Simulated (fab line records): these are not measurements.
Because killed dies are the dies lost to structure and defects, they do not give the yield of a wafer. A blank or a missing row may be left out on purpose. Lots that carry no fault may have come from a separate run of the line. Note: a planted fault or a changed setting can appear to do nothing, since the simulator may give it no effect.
fab line records	flow sky130	part 1 of 2: steps 1 to 25 of 35
record lots=5	wafers=15	last_day=50
route steps=708 shown VIA4@639 METAL5@661
lots that met no fault: from a run of the same line without faults
start_h: the number of hours between the record's first day and the start of the first shown wafer of the lot	wait_h: hours since the lot's step before	" repeats the value in the row above	L1.1+2: a single row standing in for several wafers	- no value, or no start was given	* or withheld: withheld	< > ~ a bound
route shown NAME@n: names a module that has steps shown in the file, with the first one's number in the route	usual: mean/standard deviation taken from wafers without a fault	same: alike in all rows	chamber/n: place in a boat	sites: each site's reading	_std_site: standard deviation of those values	_edge_site: the outer-site mean with the inner-site mean subtracted	radius_mm: how far each site lies from the wafer's centre	mask NAME#n: copy n	behind: the most recent tool/chamber to have shaped the wafer	hold: cause of the lot's hold/its duration in hours/its outcome	device: transistor that didn't switch, given as n, p or np	end of line: at the end of the route, the tests of the same wafers	for a step that has no rows: nothing shown but its recipe	killed: not the wafer's yield, but the dies lost to structure and defects at the first sort	map: the dies of a wafer, with x for killed, . for not killed, _ for no die there
set.NAME: the setting as run; set.NAME@STEP: as run at that earlier step	model.NAME: the simulator's own value behind a step, which no gauge read
certain route steps with their lots: each step a table, each wafer a row
services: a tool's chamber out of use, with start hour (start_h, from the record's first day; less than 0 if before it), hours out, and reason
## steps
# step SKY_VIA4_HDPCVD_00
# recipe material=SiO2	target_thk_nm=1750	sigma_open_frac=0.3	time_s=291.7	temp_c=400	sih4_flow_sccm=60	pressure_mtorr=6
lot.wafer	tool	chamber	start_h	wait_h
L080.1+5+6	hdpcvd-01	2,2,1	1025.82	0.0
L081.2+4+6	hdpcvd-02	1,0,1	1039.12	0.0
L084.2+4+5	hdpcvd-02	1,1,2	1053.04	0.0
L095.3+5+6	hdpcvd-01	0,0,2	1120.76	0.0
L096.3+5+6	hdpcvd-02	1,2,1	1126.19	0.0
# step SKY_VIA4_THK_MEAS_01
# recipe reads=SiO2_of_VIA4_HDPCVD_00
# usual VIA4_HDPCVD_THK=1750/22
lot.wafer	tool	chamber	start_h	wait_h	VIA4_HDPCVD_THK[nm]
L080.1	film_metro-01	-	1025.99	0.1	1789
L080.5	"	-	"	"	1781
L080.6	"	-	"	"	1747
L081.2	film_metro-02	-	1039.31	0.1	1725
L081.4	"	-	"	"	1733
L081.6	"	-	"	"	1717
L084.2	film_metro-04	-	1053.23	0.1	1706
L084.4	"	-	"	"	1729
L084.5	"	-	"	"	1725
L095.3	film_metro-02	-	1120.96	0.1	1764
L095.5	"	-	"	"	1765
L095.6	"	-	"	"	1787
L096.3	film_metro-01	-	1126.39	0.1	1748
L096.5	"	-	"	"	1730
L096.6	"	-	"	"	1750
# step SKY_VIA4_CMP_02
# recipe material=SiO2	down_force_psi=4	platen_rpm=60	pad_velocity_m_s=0.94248
# usual motor_current_A=11.8/1.8	platen_rpm=60.00/0.041
lot.wafer	tool	chamber	start_h	wait_h	motor_current_A	platen_rpm
L080.1	cmp-02	1	1026.10	0.1	14.9	59.99
L080.5	"	0	"	"	13.2	59.97
L080.6	"	1	"	"	14.9	60.01
L081.4	cmp-01	0	1039.64	0.3	12.1	59.97
L081.2	"	2	"	"	9.7	59.99
L081.6	"	3	"	"	10.2	60.03
L084.2	cmp-02	1	1053.28	0.0	14.7	60.03
L084.4	"	0	"	"	13.7	59.97
L084.5	"	1	"	"	14.9	59.99
L095.3	cmp-02	3	1121.00	0.0	10.8	59.92
L095.5	"	3	"	"	10.0	59.96
L095.6	"	0	"	"	13.6	59.96
L096.3	cmp-01	1	1126.43	0.0	11.3	59.96
L096.5	"	1	"	"	11.2	60.01
L096.6	"	2	"	"	9.4	59.97
# step SKY_VIA4_BOW_MEAS_03
# recipe mode=bow
# usual VIA4_BOW=79/9.5
lot.wafer	tool	chamber	start_h	wait_h	VIA4_BOW[um]
L080.1	film_metro-01	-	1026.35	0.2	96
L080.5	"	-	"	"	72
L080.6	"	-	"	"	77
L081.2	film_metro-02	-	1039.91	0.1	61
L081.4	"	-	"	"	79
L081.6	"	-	"	"	67
L084.2	film_metro-01	-	1053.60	0.3	73
L084.4	"	-	"	"	92
L084.5	"	-	"	"	73
L095.3	film_metro-02	-	1121.34	0.3	77
L095.5	"	-	"	"	77
L095.6	"	-	"	"	72
L096.3	film_metro-04	-	1126.79	0.3	85
L096.5	"	-	"	"	90
L096.6	"	-	"	"	98
# step SKY_VIA4_DEHYDRATE_04
# recipe temp_c=200	time_s=60
# usual chill_plate_temp_C=23.00/0.1
lot.wafer	tool	chamber	start_h	wait_h	chill_plate_temp_C
L080.1	litho_track-02	0	1037.25	10.9	23.01
L080.5	"	0	"	"	22.98
L080.6	"	0	"	"	22.91
L081.2	litho_track-04	0	1050.21	10.3	23.00
L081.4	"	0	"	"	23.07
L081.6	"	0	"	"	23.02
L084.2	litho_track-03	0	1063.09	9.5	23.00
L084.4	"	0	"	"	22.97
L084.5	"	0	"	"	22.96
L095.3	litho_track-03	0	1130.66	9.3	23.08
L095.5	"	0	"	"	22.93
L095.6	"	0	"	"	23.06
L096.3	litho_track-02	0	1135.35	8.5	22.89
L096.5	"	0	"	"	22.84
L096.6	"	0	"	"	22.95
# step SKY_VIA4_HMDS_05
# recipe prime_time_s=60	prime_temp_c=120
# usual chill_plate_temp_C=23.00/0.097
lot.wafer	tool	chamber	start_h	wait_h	chill_plate_temp_C
L080.1	litho_track-02	0	1037.40	0.1	22.95
L080.5	"	0	"	"	22.98
L080.6	"	0	"	"	22.94
L081.2	litho_track-04	0	1050.36	0.1	22.97
L081.4	"	0	"	"	23.19
L081.6	"	0	"	"	23.00
L084.2	litho_track-03	0	1063.24	0.1	23.02
L084.4	"	0	"	"	23.13
L084.5	"	0	"	"	23.07
L095.3	litho_track-03	0	1130.81	0.1	23.12
L095.5	"	0	"	"	23.06
L095.6	"	0	"	"	23.04
L096.3	litho_track-02	0	1135.50	0.1	23.03
L096.5	"	0	"	"	22.90
L096.6	"	0	"	"	23.03
# step SKY_VIA4_COAT_06
# recipe resist=NOVOLAK	spin_rpm=3000	resist_thk_nm=1140
# usual chill_plate_temp_C=23.02/0.1
lot.wafer	tool	chamber	start_h	wait_h	chill_plate_temp_C
L080.1	litho_track-02	0	1037.55	0.1	23.16
L080.5	"	0	"	"	23.10
L080.6	"	0	"	"	23.03
L081.2	litho_track-04	0	1050.51	0.1	23.09
L081.4	"	0	"	"	23.16
L081.6	"	0	"	"	22.98
L084.2	litho_track-03	0	1063.39	0.1	23.18
L084.4	"	0	"	"	23.02
L084.5	"	0	"	"	23.04
L095.3	litho_track-03	0	1130.96	0.1	22.91
L095.5	"	0	"	"	23.01
L095.6	"	0	"	"	22.99
L096.3	litho_track-02	0	1135.65	0.1	22.96
L096.5	"	0	"	"	23.00
L096.6	"	0	"	"	23.00
# step SKY_VIA4_SOFTBAKE_07
# recipe temp_c=90	time_s=60	resist=NOVOLAK
# usual chill_plate_temp_C=23.01/0.12
lot.wafer	tool	chamber	start_h	wait_h	chill_plate_temp_C
L080.1	litho_track-02	0	1037.70	0.1	22.88
L080.5	"	0	"	"	22.83
L080.6	"	0	"	"	22.87
L081.2	litho_track-04	0	1050.66	0.1	23.03
L081.4	"	0	"	"	22.92
L081.6	"	0	"	"	22.99
L084.2	litho_track-03	0	1063.54	0.1	23.07
L084.4	"	0	"	"	23.00
L084.5	"	0	"	"	23.11
L095.3	litho_track-03	0	1131.11	0.1	23.06
L095.5	"	0	"	"	22.88
L095.6	"	0	"	"	23.04
L096.3	litho_track-02	0	1135.80	0.1	22.99
L096.5	"	0	"	"	23.02
L096.6	"	0	"	"	22.94
# step SKY_VIA4_EXPOSE_08
# recipe mask_id=VIM4	na=0.6	source_shape=conventional	sigma_outer=0.6	polarization=unpolarized	target_cd_nm=800	dose_mj=132
# usual exposure_dose_mJ_cm2=132.00/0.14
lot.wafer	tool	chamber	start_h	wait_h	mask	exposure_dose_mJ_cm2
L080.1	iline_stepper-01	0	-	-	VIM4#0	132.23
L080.5	"	0	"	"	VIM4#0	132.13
L080.6	"	0	"	"	VIM4#0	132.25
L081.2	iline_stepper-02	0	-	-	VIM4#0	131.90
L081.4	"	0	"	"	VIM4#0	132.01
L081.6	"	0	"	"	VIM4#0	132.10
L084.2	iline_stepper-01	0	-	-	VIM4#0	132.04
L084.4	"	0	"	"	VIM4#0	132.04
L084.5	"	0	"	"	VIM4#0	132.06
L095.3	iline_stepper-02	0	-	-	VIM4#0	132.28
L095.5	"	0	"	"	VIM4#0	132.17
L095.6	"	0	"	"	VIM4#0	132.17
L096.3	iline_stepper-02	0	-	-	VIM4#0	131.90
L096.5	"	0	"	"	VIM4#0	132.08
L096.6	"	0	"	"	VIM4#0	132.08
# step SKY_VIA4_PEB_09
# recipe temp_c=withheld	time_s=*	resist=NOVOLAK
# usual chill_plate_temp_C=*
lot.wafer	tool	chamber	start_h	wait_h	chill_plate_temp_C
L080.1	litho_track-03	0	-	-	*
L080.5	"	0	"	"	*
L080.6	"	0	"	"	*
L081.2	litho_track-04	0	-	-	*
L081.4	"	0	"	"	*
L081.6	"	0	"	"	*
L084.2	litho_track-03	0	-	-	*
L084.4	"	0	"	"	*
L084.5	"	0	"	"	*
L095.3	litho_track-04	0	-	-	*
L095.5	"	0	"	"	*
L095.6	"	0	"	"	*
L096.3	litho_track-02	0	-	-	*
L096.5	"	0	"	"	*
L096.6	"	0	"	"	*
# step SKY_VIA4_DEVELOP_10
# recipe resist=NOVOLAK	developer=TMAH	develop_time_s=60	dev_temp_c=23
# usual chill_plate_temp_C=22.98/0.1
lot.wafer	tool	chamber	start_h	wait_h	chill_plate_temp_C
L080.1	litho_track-03	0	1048.76	0.1	22.97
L080.5	"	0	"	"	22.86
L080.6	"	0	"	"	22.82
L081.2	litho_track-04	0	1060.91	0.1	23.00
L081.4	"	0	"	"	22.82
L081.6	"	0	"	"	23.02
L084.2	litho_track-03	0	1074.54	0.1	22.98
L084.4	"	0	"	"	22.93
L084.5	"	0	"	"	23.06
L095.3	litho_track-04	0	1140.68	0.1	23.10
L095.5	"	0	"	"	23.12
L095.6	"	0	"	"	22.95
L096.3	litho_track-02	0	1145.20	0.1	22.96
L096.5	"	0	"	"	22.97
L096.6	"	0	"	"	22.96
# step SKY_VIA4_OVL_MEAS_11
# usual VIA4_OVL=1.2/1.5
lot.wafer	tool	chamber	start_h	wait_h	VIA4_OVL[nm]
L080.1	overlay-01	-	1048.91	0.1	3.4
L080.5	"	-	"	"	1.9
L080.6	"	-	"	"	2.6
L081.2	overlay-02	-	1061.04	0.1	2.0
L081.4	"	-	"	"	0.7
L081.6	"	-	"	"	1.8
L084.2	overlay-02	-	1074.67	0.1	1.1
L084.4	"	-	"	"	1.2
L084.5	"	-	"	"	1.0
L095.3	overlay-02	-	1140.80	0.1	0.6
L095.5	"	-	"	"	-0.1
L095.6	"	-	"	"	-0.9
L096.3	overlay-01	-	1145.31	0.1	0.9
L096.5	"	-	"	"	3.3
L096.6	"	-	"	"	1.5
# step SKY_VIA4_ETCH_12
# recipe target=SiO2	chemistry=C4F8/O2/Ar	stop_on=TiN	mask_material=NOVOLAK	source_w=1500	bias_w=1200	pressure_mtorr=40	c4f8_flow_sccm=withheld	O2_flow_sccm=6	Ar_flow_sccm=300	time_s=withheld	target_depth_a=5800
# usual oes_product_au=0.917/0.0052
lot.wafer	tool	chamber	start_h	wait_h	oes_product_au
L080.1	rie_diel-01	3	1048.95	0.0	0.922
L080.5	"	1	"	"	0.918
L080.6	"	0	"	"	0.917
L081.2	rie_diel-04	3	1061.07	0.0	0.914
L081.4	"	2	"	"	0.918
L081.6	"	3	"	"	0.917
L084.2	rie_diel-04	1	1074.70	0.0	0.922
L084.4	"	0	"	"	0.912
L084.5	"	3	"	"	0.918
L095.3	rie_diel-02	3	1140.82	0.0	0.914
L095.5	"	1	"	"	0.914
L095.6	"	2	"	"	0.911
L096.3	rie_diel-01	3	1145.34	0.0	0.914
L096.5	"	1	"	"	0.913
L096.6	"	0	"	"	0.920
# step SKY_VIA4_STRIP_13
# recipe chemistry=O2/N2	power_w=1400	pressure_mtorr=1500	platen_temp_c=withheld	o2_flow_sccm=3000	n2_flow_sccm=300	overash_fraction=0.5
# usual drypump_motor_current_A=5.8/0.43	oes_product_au=0.709/0.0041	strip_time_to_endpoint_s=12.798/0.028
lot.wafer	tool	chamber	start_h	wait_h	drypump_motor_current_A	oes_product_au	rf_hours_counter_h	strip_time_to_endpoint_s
L080.1	plasma_asher-01	1	1049.02	-	6.1	0.709	61	12.836
L080.5	"	1	"	"	6.1	0.712	-	12.827
L080.6	"	0	"	"	5.4	0.713	-	12.821
L081.2	plasma_asher-01	1	1061.14	-	6.1	0.714	63	12.765
L081.4	"	0	"	"	5.4	0.712	-	12.820
L081.6	"	0	"	"	5.4	0.706	-	12.747
L084.2	plasma_asher-01	1	1074.77	-	6.1	0.704	64	12.793
L084.4	"	1	"	"	6.1	0.708	-	12.775
L084.5	"	1	"	"	6.1	0.708	-	12.775
L095.3	plasma_asher-02	0	1140.93	-	6.0	0.711	-	12.801
L095.5	"	0	"	"	6.0	0.710	-	12.793
L095.6	"	1	"	"	6.5	0.712	-	12.813
L096.3	plasma_asher-02	0	1145.44	-	6.0	0.707	-	12.805
L096.5	"	1	"	"	6.5	0.708	-	12.794
L096.6	"	0	"	"	6.0	0.718	-	12.806
# step SKY_VIA4_STRIP_14
# recipe chemistry=post_etch_residue_remover	time_s=1200	temp_c=72.5
# usual bath_heat_duty_pct=14.9/1.3
lot.wafer	tool	chamber	start_h	wait_h	bath_heat_duty_pct
L080.1	wet_bench-02	3	1049.12	0.1	14.9
L080.5	"	3	"	"	14.1
L080.6	"	3	"	"	14.7
L081.2	wet_bench-01	2	1061.24	0.1	13.8
L081.4	"	2	"	"	14.7
L081.6	"	2	"	"	13.2
L084.2	wet_bench-01	3	1074.87	0.1	13.6
L084.4	"	3	"	"	15.0
L084.5	"	3	"	"	14.8
L095.3	wet_bench-03	3	1141.09	0.1	15.8
L095.5	"	3	"	"	16.6
L095.6	"	3	"	"	15.9
L096.3	wet_bench-02	3	1145.51	0.0	14.1
L096.5	"	3	"	"	15.0
L096.6	"	3	"	"	14.9
# step SKY_VIA4_CLEAN_15
# recipe chemistry=IPA	time_s=180	temp_c=25
# usual bath_heat_duty_pct=6.3/0.59
lot.wafer	tool	chamber	start_h	wait_h	bath_heat_duty_pct
L080.1	wet_bench-01	0	1049.46	0.0	6.4
L080.5	"	0	"	"	6.0
L080.6	"	0	"	"	6.6
L081.2	wet_bench-01	3	1061.61	0.0	5.9
L081.4	"	3	"	"	6.2
L081.6	"	3	"	"	6.3
L084.2	wet_bench-03	1	1075.21	0.0	6.2
L084.4	"	1	"	"	5.7
L084.5	"	1	"	"	5.6
L095.3	wet_bench-01	3	1141.46	0.0	6.7
L095.5	"	3	"	"	6.1
L095.6	"	3	"	"	7.4
L096.3	wet_bench-01	1	1145.85	0.0	7.2
L096.5	"	1	"	"	6.7
L096.6	"	1	"	"	6.7
# step SKY_VIA4_CLEAN_16
# recipe chemistry=O3/DIW	dry=n2_spin
lot.wafer	tool	chamber	start_h	wait_h
L080.1+5+6	wet_bench-03	2	1049.53	0.0
L081.2+4+6	wet_bench-01	1	1061.68	0.0
L084.2+4+5	wet_bench-01	0	1075.28	0.0
L095.3+5+6	wet_bench-03	3	1141.52	0.0
L096.3+5+6	wet_bench-02	0	1145.91	0.0
# step SKY_VIA4_SPUTTER_17
# recipe material=TiN	target_thk_nm=20	chamber_pressure_pa=5	power_w=4000	time_s=80
# usual throttle_valve_pct=29.7/0.94
lot.wafer	tool	chamber	start_h	wait_h	throttle_valve_pct
L080.1	pvd_sputter-02	-	1049.62	0.0	29.2
L080.5	"	-	"	"	29.5
L080.6	"	-	"	"	29.9
L081.2	pvd_sputter-02	-	1061.78	0.0	30.1
L081.4	"	-	"	"	29.2
L081.6	"	-	"	"	29.5
L084.2	pvd_sputter-02	-	1075.37	0.0	29.1
L084.4	"	-	"	"	30.0
L084.5	"	-	"	"	30.0
L095.3	pvd_sputter-02	-	1141.62	0.0	29.2
L095.5	"	-	"	"	29.8
L095.6	"	-	"	"	29.3
L096.3	pvd_sputter-02	-	1146.00	0.0	29.9
L096.5	"	-	"	"	29.1
L096.6	"	-	"	"	29.8
# step SKY_VIA4_CVD_18
# recipe material=W	target_thk_nm=505	time_s=152.14	temp_c=400	pressure_torr=40
# usual heater_power_w=858/95
lot.wafer	tool	chamber	start_h	wait_h	heater_power_w
L080.1	cvd_w-02	1	1049.68	0.0	701
L080.5	"	1	"	"	711
L080.6	"	0	"	"	907
L081.2	cvd_w-01	1	1061.84	0.0	919
L081.4	"	0	"	"	931
L081.6	"	1	"	"	881
L084.2	cvd_w-02	1	1075.44	0.0	697
L084.4	"	0	"	"	888
L084.5	"	1	"	"	717
L095.3	cvd_w-02	0	1141.73	0.1	913
L095.5	"	0	"	"	905
L095.6	"	1	"	"	710
L096.3	cvd_w-01	1	1146.11	0.1	907
L096.5	"	0	"	"	956
L096.6	"	1	"	"	910
# step SKY_VIA4_RS_MEAS_19
# recipe thk_meas_gauge=four-point-probe	reads=W_of_VIA4_CVD_18+TiN_of_VIA4_SPUTTER_17
# usual VIA4_W_RS=0.2259/0.0026
lot.wafer	tool	chamber	start_h	wait_h	VIA4_W_RS[ohm/sq]
L080.1	film_metro-02	-	1049.83	0.1	0.2261
L080.5	"	-	"	"	0.2281
L080.6	"	-	"	"	0.2231
L081.2	film_metro-04	-	1062.01	0.1	0.2292
L081.4	"	-	"	"	0.2288
L081.6	"	-	"	"	0.2264
L084.2	film_metro-04	-	1075.61	0.1	0.2279
L084.4	"	-	"	"	0.2264
L084.5	"	-	"	"	0.2296
L095.3	film_metro-02	-	1141.87	0.1	0.2247
L095.5	"	-	"	"	0.2227
L095.6	"	-	"	"	0.2258
L096.3	film_metro-04	-	1146.25	0.1	0.2231
L096.5	"	-	"	"	0.2253
L096.6	"	-	"	"	0.2245
# step SKY_VIA4_THK_MEAS_20
# recipe thk_meas_gauge=xrf	reads=W_of_VIA4_CVD_18
# usual VIA4_W_THK=499/6.1
lot.wafer	tool	chamber	start_h	wait_h	VIA4_W_THK[nm]
L080.1	film_metro-02	-	1049.95	0.1	496
L080.5	"	-	"	"	491
L080.6	"	-	"	"	504
L081.2	film_metro-04	-	1062.12	0.1	496
L081.4	"	-	"	"	498
L081.6	"	-	"	"	504
L084.2	film_metro-04	-	1075.72	0.1	498
L084.4	"	-	"	"	503
L084.5	"	-	"	"	498
L095.3	film_metro-02	-	1141.97	0.1	503
L095.5	"	-	"	"	507
L095.6	"	-	"	"	502
L096.3	film_metro-04	-	1146.35	0.1	503
L096.5	"	-	"	"	494
L096.6	"	-	"	"	500
# step SKY_VIA4_CMP_21
# recipe stop_on=SiO2	t_overpolish_s=25	down_force_psi=3.5	platen_rpm=60	target_thk_nm=0	pad_velocity_m_s=0.94248
# usual motor_current_A=10.5/1.5	overpolish_run_s=25.001/0.0085	platen_rpm=59.99/0.041	time_to_endpoint_s=121/3.8
lot.wafer	tool	chamber	start_h	wait_h	motor_current_A	overpolish_run_s	platen_rpm	time_to_endpoint_s
L080.1	cmp-01	2	1050.11	0.1	9.0	24.993	59.97	122
L080.5	"	0	"	"	11.4	25.001	60.08	123
L080.6	"	1	"	"	10.2	25.005	59.91	122
L081.4	cmp-01	0	1063.32	1.2	11.8	25.008	60.03	121
L081.2	"	1	"	"	10.1	25.004	60.07	115
L081.6	"	2	"	"	8.5	24.997	59.90	122
L084.2	cmp-01	2	1075.82	0.1	9.4	25.014	60.05	124
L084.4	"	3	"	"	9.2	24.995	60.01	122
L084.5	"	1	"	"	10.5	25.003	60.06	118
L095.3	cmp-02	1	1142.16	0.2	13.6	25.013	59.99	121
L095.5	"	2	"	"	9.8	24.992	60.08	126
L095.6	"	3	"	"	9.6	24.986	59.99	126
L096.3	cmp-01	3	1146.49	0.1	8.9	24.996	60.01	122
L096.6	"	1	"	"	10.2	24.990	60.03	119
L096.5	"	2	"	"	9.1	25.018	59.98	125
# step SKY_METAL5_SPUTTER_00
# recipe material=Ti	target_thk_nm=15	power_w=3000	time_s=10	chamber_pressure_pa=0.4
# usual throttle_valve_pct=30.1/0.96
lot.wafer	tool	chamber	start_h	wait_h	throttle_valve_pct
L080.1	pvd_sputter-04	-	1050.31	0.1	32.1
L080.5	"	-	"	"	32.1
L080.6	"	-	"	"	30.3
L081.2	pvd_sputter-04	-	1063.52	0.1	28.5
L081.4	"	-	"	"	30.2
L081.6	"	-	"	"	31.3
L084.2	pvd_sputter-02	-	1076.07	0.2	29.6
L084.4	"	-	"	"	29.2
L084.5	"	-	"	"	29.1
L095.3	pvd_sputter-04	-	1142.31	0.1	28.4
L095.5	"	-	"	"	28.4
L095.6	"	-	"	"	31.5
L096.3	pvd_sputter-02	-	1146.69	0.1	29.2
L096.5	"	-	"	"	29.9
L096.6	"	-	"	"	29.2
# step SKY_METAL5_SPUTTER_01
# recipe material=TiN	target_thk_nm=20	power_w=6500	time_s=16.7	chamber_pressure_pa=0.4
# usual throttle_valve_pct=30.1/0.97
lot.wafer	tool	chamber	start_h	wait_h	throttle_valve_pct
L080.1	pvd_sputter-04	-	1050.33	0.0	32.4
L080.5	"	-	"	"	32.2
L080.6	"	-	"	"	30.5
L081.2	pvd_sputter-04	-	1063.54	0.0	28.4
L081.4	"	-	"	"	30.3
L081.6	"	-	"	"	31.6
L084.2	pvd_sputter-02	-	1076.09	0.0	29.2
L084.4	"	-	"	"	29.1
L084.5	"	-	"	"	29.1
L095.3	pvd_sputter-04	-	1142.34	0.0	28.7
L095.5	"	-	"	"	28.5
L095.6	"	-	"	"	31.1
L096.3	pvd_sputter-02	-	1146.72	0.0	29.2
L096.5	"	-	"	"	29.6
L096.6	"	-	"	"	29.1
# step SKY_METAL5_SPUTTER_02
# recipe material=AlCu	target_thk_nm=1150	power_w=10600	time_s=61.2	chamber_pressure_pa=0.4
# usual throttle_valve_pct=30.0/0.97
lot.wafer	tool	chamber	start_h	wait_h	throttle_valve_pct
L080.1	pvd_sputter-04	-	1050.36	0.0	32.2
L080.5	"	-	"	"	32.2
L080.6	"	-	"	"	30.2
L081.2	pvd_sputter-04	-	1063.57	0.0	28.5
L081.4	"	-	"	"	30.3
L081.6	"	-	"	"	31.1
L084.2	pvd_sputter-02	-	1076.12	0.0	29.3
L084.4	"	-	"	"	29.0
L084.5	"	-	"	"	29.0
L095.3	pvd_sputter-04	-	1142.36	0.0	28.4
L095.5	"	-	"	"	28.6
L095.6	"	-	"	"	31.3
L096.3	pvd_sputter-02	-	1146.74	0.0	29.2
L096.5	"	-	"	"	29.7
L096.6	"	-	"	"	29.1
